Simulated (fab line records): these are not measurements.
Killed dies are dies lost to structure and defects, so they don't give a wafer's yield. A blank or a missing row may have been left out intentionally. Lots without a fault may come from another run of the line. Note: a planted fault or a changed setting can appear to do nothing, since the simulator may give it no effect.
Code-filled problem report in 8D (eight disciplines) form :: flow sky130 :: the parts of the form that need people (team, actions taken, sign-off) are left out

1. THE ISSUE
Across 9 wafers from 3 lots, SPACER_CVD_00_THK at SKY_SPACER_THK_MEAS_01 averages 75.1 nm, while fault-free wafers read 42.8 nm with a standard deviation of 0.47. Relative to the usual mean, that is a shift of +69 standard deviations.
First seen on wafer L925.1, day 29 19:56, on film metro-02. The record has a number at this step for 36 wafers belonging to 12 lots. By rule, "out" or "out of limits" means more than 4 standard deviations away from the usual mean. The other wafers with a number count as sound.

2. WHAT IT IS, WHAT IT ISN'T
question: which readings at this step
is: SPACER_CVD_00_THK
is not: -

question: which lots
is: L925, L926, L927
is not: L906, L908, L910, L911, L915, L916, L920, L922, L923

question: which wafers of those lots
is: all that have a number
is not: -

question: read on which gauges
is: film metro-02
is not: film metro-03, film metro-04

question: when
is: from day 29 19:56
is not: up to then (27 sound wafers)

3. THE SUSPECTS, EACH WITH WHAT RULES IT OUT
Counting: a tool at a process step up to the reading stays a suspect if it ran every lot that is out and no sound lot after the first of them.
- the gauge at SKY_SPACER_THK_MEAS_01: ruled out. All the wafers that are out were read on film metro-02, but those of them that SKY_SPACER_CVD_00 has rows for are out there too, on other tools.
- plasma asher-04 at SKY_LDD_P_STRIP_10 (strips in O2/N2): kept. It processed each lot that is out, first L925 at day 26 03:59, and no sound lot thereafter; up to then, the last sound lot it processed was L915 at day 22 13:13.
- lpcvd-02 at SKY_SPACER_CVD_00 (deposits Si3N4 from DCS/NH3, target thk 43.1 nm, time 740 s): kept. It processed each lot that is out, first L925 at day 29 18:43, and no sound lot thereafter; up to then, the last sound lot it processed was L920 at day 29 09:35. Its own spike tc bottom C, spike tc centre C, spike tc lower C, spike tc top C, spike tc upper C, susceptor temp C, zone power bottom pct, zone power lower pct readings are out on those wafers.
Left after counting: plasma asher-04 at SKY_LDD_P_STRIP_10, lpcvd-02 at SKY_SPACER_CVD_00.

4. THE CAUSE (what the simulator had put in)
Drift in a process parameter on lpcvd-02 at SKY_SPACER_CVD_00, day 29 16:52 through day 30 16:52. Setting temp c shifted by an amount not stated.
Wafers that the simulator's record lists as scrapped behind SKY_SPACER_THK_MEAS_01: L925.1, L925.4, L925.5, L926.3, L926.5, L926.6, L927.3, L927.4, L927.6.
After counting, 2 suspects remain, this tool included.

5. THE CHAIN OF EFFECTS, in route order
Each row: a reading whose mean over the struck wafers that have a number lies more than 3 standard deviations from the usual. Only readings whose record carries a usual standard deviation are examined. hours: median over the lots of the time between each lot's start at the first step of this table that gives one and its start at this step. sigmas: the change, counted in usual standard deviations.
hours: 0
step: SKY_SPACER_CVD_00
reading: spike tc bottom C
usual: 791.2 C
on struck wafers: 829.7
change: +38.5
sigmas: +38

hours: 0
step: SKY_SPACER_CVD_00
reading: spike tc centre C
usual: 772.3 C
on struck wafers: 810.6
change: +38.3
sigmas: +32

hours: 0
step: SKY_SPACER_CVD_00
reading: spike tc lower C
usual: 770.9 C
on struck wafers: 810.0
change: +39.1
sigmas: +19

hours: 0
step: SKY_SPACER_CVD_00
reading: spike tc top C
usual: 783.0 C
on struck wafers: 820.4
change: +37.4
sigmas: +19

hours: 0
step: SKY_SPACER_CVD_00
reading: spike tc upper C
usual: 770.4 C
on struck wafers: 808.5
change: +38.1
sigmas: +38

hours: 0
step: SKY_SPACER_CVD_00
reading: susceptor temp C
usual: 770.0 C
on struck wafers: 808.5
change: +38.5
sigmas: +99 or more

hours: 0
step: SKY_SPACER_CVD_00
reading: zone power bottom pct
usual: 20.51 %
on struck wafers: 22.73
change: +2.22
sigmas: +11

hours: 0
step: SKY_SPACER_CVD_00
reading: zone power centre pct
usual: 12.95 %
on struck wafers: 14.16
change: +1.21
sigmas: +5.5

hours: 0
step: SKY_SPACER_CVD_00
reading: zone power lower pct
usual: 13.46 %
on struck wafers: 14.69
change: +1.23
sigmas: +8.2

hours: 1
step: SKY_SPACER_THK_MEAS_01
reading: SPACER_CVD_00_THK
usual: 42.8 nm
on struck wafers: 75.1
change: +32.3
sigmas: +69
Its process steps:
- SKY_SPACER_CVD_00: deposits Si3N4 from DCS/NH3, target thk 43.1 nm, time 740 s.

6. HOW IT WOULD HAVE BEEN CAUGHT EARLIER
In this record the first reading out of limits at a measuring or inspecting step was taken at day 29 19:56, 3 hours after the fault began at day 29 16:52.
Tool's own readings at SKY_SPACER_CVD_00, spike tc bottom C, spike tc centre C, spike tc lower C, spike tc top C, spike tc upper C, susceptor temp C, zone power bottom pct, zone power lower pct: out on all struck wafers the step has rows for; an alarm limit on them would have tripped on the first.
Lots out: 3; of these, L926, L927 started SKY_SPACER_CVD_00 on lpcvd-02 after day 29 19:56. A hold on the tool at that time would have spared those 2.
